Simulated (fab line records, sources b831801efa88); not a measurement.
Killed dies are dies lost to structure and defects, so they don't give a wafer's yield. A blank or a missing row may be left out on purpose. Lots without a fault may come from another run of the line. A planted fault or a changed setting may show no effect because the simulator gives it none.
Which tool did it? | flow sky130 | 14 lots, 42 wafers sampled, at 5 steps of a route of 708

WHAT THE GAUGES READ, wafer by wafer
SKY_POLY_GATE_CD_MEAS_13: target cd 150 nm. Usual: cd_nm 150.0 nm, standard deviation 1.4.
lot  | measured     | on        | cd_nm (nm)        | flag
L637 | day 17 07:06 | cd_sem-01 | 150.6 150.7 150.8 |
L639 | day 18 00:55 | cd_sem-02 | 150.5 150.8 150.6 |
L641 | day 19 12:25 | cd_sem-02 | 150.8 149.4 149.6 |
L642 | day 19 14:17 | cd_sem-02 | 150.7 150.7 149.6 |
L644 | day 20 15:20 | cd_sem-01 | 148.2 149.4 149.2 |
L645 | day 20 17:24 | cd_sem-02 | 150.3 150.7 149.8 |
L646 | day 21 00:07 | cd_sem-02 | 154.0 152.8 153.9 |
L651 | day 22 23:56 | cd_sem-02 | 149.9 150.6 149.0 |
L650 | day 23 01:44 | cd_sem-01 | 150.1 151.0 149.2 |
L655 | day 24 08:03 | cd_sem-02 | 149.9 150.9 150.7 |
L656 | day 24 11:40 | cd_sem-01 | 148.6 149.2 148.5 |
L657 | day 24 18:39 | cd_sem-01 | 150.6 148.8 149.5 |
L659 | day 25 13:19 | cd_sem-01 | 149.8 148.7 150.4 |
L660 | day 25 20:12 | cd_sem-01 | 151.0 150.0 152.1 |

SKY_POLY_GATE_THK_MEAS_21. Usual: POLY_GATE_OXIDATION_THK 4.03 nm, standard deviation 0.086.
lot  | measured     | on            | POLY_GATE_OXIDATION_THK (nm) | flag
L637 | day 17 14:26 | film_metro-01 | 3.98 4.01 3.86               |
L639 | day 18 04:04 | film_metro-01 | 4.15 4.19 4.15               |
L641 | day 19 14:27 | film_metro-03 | 4.02 4.07 4.01               |
L642 | day 19 16:04 | film_metro-04 | 4.04 4.01 4.13               |
L644 | day 20 17:07 | film_metro-03 | 3.98 3.99 4.00               |
L645 | day 20 22:37 | film_metro-01 | 3.93 3.78 3.77               |
L646 | day 21 01:57 | film_metro-04 | 4.02 4.02 3.96               |
L651 | day 23 01:43 | film_metro-01 | 4.04 4.06 4.11               |
L650 | day 23 04:19 | film_metro-01 | 4.06 4.06 4.03               |
L655 | day 24 09:51 | film_metro-04 | 3.99 4.04 4.06               |
L656 | day 24 13:28 | film_metro-01 | 4.04 4.05 3.96               |
L657 | day 24 20:27 | film_metro-04 | 4.07 4.07 4.04               |
L659 | day 25 16:59 | film_metro-04 | 4.05 4.10 4.00               |
L660 | day 25 22:00 | film_metro-04 | 4.00 4.04 3.99               |

SKY_LDD_P_OVL_MEAS_08. Usual: LDD_P_OVL 1.1 nm, standard deviation 1.4.
lot  | measured     | on         | LDD_P_OVL (nm) | flag
L637 | day 20 08:25 | overlay-02 | 2.8 3.1 2.1    |
L639 | day 20 22:43 | overlay-01 | 2.6 2.5 1.3    |
L641 | day 22 09:44 | overlay-01 | 2.6 2.6 2.6    |
L642 | day 22 11:44 | overlay-02 | 0.7 1.2 0.5    |
L644 | day 23 13:55 | overlay-01 | 2.3 2.3 1.5    |
L645 | day 23 18:38 | overlay-01 | -1.1 -1.3 -1.6 |
L646 | day 23 21:43 | overlay-01 | 1.9 -0.7 1.8   |
L651 | day 25 17:19 | overlay-01 | -1.5 -0.3 -0.3 |
L650 | day 25 19:53 | overlay-01 | 1.4 1.1 2.3    |
L655 | day 26 20:57 | overlay-02 | 1.9 0.5 1.3    |
L656 | day 27 01:41 | overlay-02 | -0.6 -0.2 0.7  |
L657 | day 27 08:52 | overlay-02 | 2.7 1.4 2.1    |
L659 | day 28 04:25 | overlay-01 | 0.5 -0.5 -0.3  |
L660 | day 28 10:28 | overlay-02 | 4.1 2.1 1.8    |

SKY_LDD_HVN_OVL_MEAS_07. Usual: LDD_HVN_OVL -0.4 nm, standard deviation 1.2.
lot  | measured     | on         | LDD_HVN_OVL (nm) | flag
L637 | day 21 17:57 | overlay-01 | -0.1 0.7 0.0     |
L639 | day 22 08:23 | overlay-02 | 0.6 0.3 -1.1     |
L641 | day 23 18:34 | overlay-02 | 0.0 0.8 -1.7     |
L642 | day 23 20:42 | overlay-02 | -0.5 -0.5 -0.5   |
L644 | day 24 21:05 | overlay-02 | -0.1 -0.9 0.6    |
L645 | day 25 01:24 | overlay-02 | -1.1 -1.8 -2.6   |
L646 | day 25 04:38 | overlay-02 | 0.7 -0.4 -1.2    |
L651 | day 26 22:49 | overlay-01 | -2.3 -1.1 -0.4   |
L650 | day 27 01:37 | overlay-01 | -1.8 -0.5 0.3    |
L655 | day 28 01:57 | overlay-02 | 96.6 98.1 95.7   | OFF
L656 | day 28 07:14 | overlay-02 | -0.7 0.2 0.5     |
L657 | day 28 14:02 | overlay-02 | 97.7 98.6 99.0   | OFF
L659 | day 29 09:07 | overlay-02 | 0.6 -0.6 -0.3    |
L660 | day 29 15:27 | overlay-02 | 1.4 2.6 1.4      |

WHICH TOOL RAN EACH LOT (tool, then ch and the chambers of the sampled wafers, then the start)
lot  | SKY_LDD_HVN_EXPOSE_04
L637 | iline_stepper-02 ch 0, day 21 01:22
L639 | iline_stepper-01 ch 0, day 21 15:43
L641 | iline_stepper-02 ch 0, day 23 02:44
L642 | iline_stepper-01 ch 0, day 23 05:08
L644 | iline_stepper-02 ch 0, day 24 06:17
L645 | iline_stepper-02 ch 0, day 24 10:50
L646 | iline_stepper-01 ch 0, day 24 14:08
L651 | iline_stepper-02 ch 0, day 26 08:19
L650 | iline_stepper-01 ch 0, day 26 10:31
L655 | iline_stepper-02 ch 0, day 27 11:45
L656 | iline_stepper-01 ch 0, day 27 16:23
L657 | iline_stepper-02 ch 0, day 27 22:52
L659 | iline_stepper-01 ch 0, day 28 19:16
L660 | iline_stepper-01 ch 0, day 29 00:26
- SKY_LDD_HVN_EXPOSE_04: exposes mask HVNTM, target cd 700 nm.

WHAT THE TOOLS THEMSELVES READ (means of the sampled wafers that have a number; where no wafer has one, the mark that the record gives instead)
The record holds no such reading with a usual standard deviation.

THE ANSWER, worked out from the rows above alone
Rule: a lot is off if the mean of its wafers that have a number lies more than 3 standard deviations from the usual mean. A lot without any number at a reading at which 4 lots or more have one is off too. The other lots that the step has rows for count as sound. The gauges are gone through in route order, then the tools' own readings, and for those a lot's mean is taken as printed above. The first step at which some lot is off is used, and at that step the reading that is off furthest; a lot without a number counts as furthest.
Off: L655, L657, at SKY_LDD_HVN_OVL_MEAS_07 (LDD_HVN_OVL).
A tool fits if, at a process step before that reading, it ran every lot that is off, and no sound lot after the first of them. The gauges at SKY_LDD_HVN_OVL_MEAS_07 are tried like those tools. One fits: iline_stepper-02 at SKY_LDD_HVN_EXPOSE_04. Its last sound lot is L651 (day 26 08:19), its first lot that is off L655 (day 27 11:45): a fault that began between those two fits.

WHAT THE SIMULATOR HAD PUT IN
Scanner matching overlay: iline_stepper-02, from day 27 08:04 on, at SKY_LDD_HVN_EXPOSE_04. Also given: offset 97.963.
Lots struck among those shown: L655, L657. The rule above found the same.
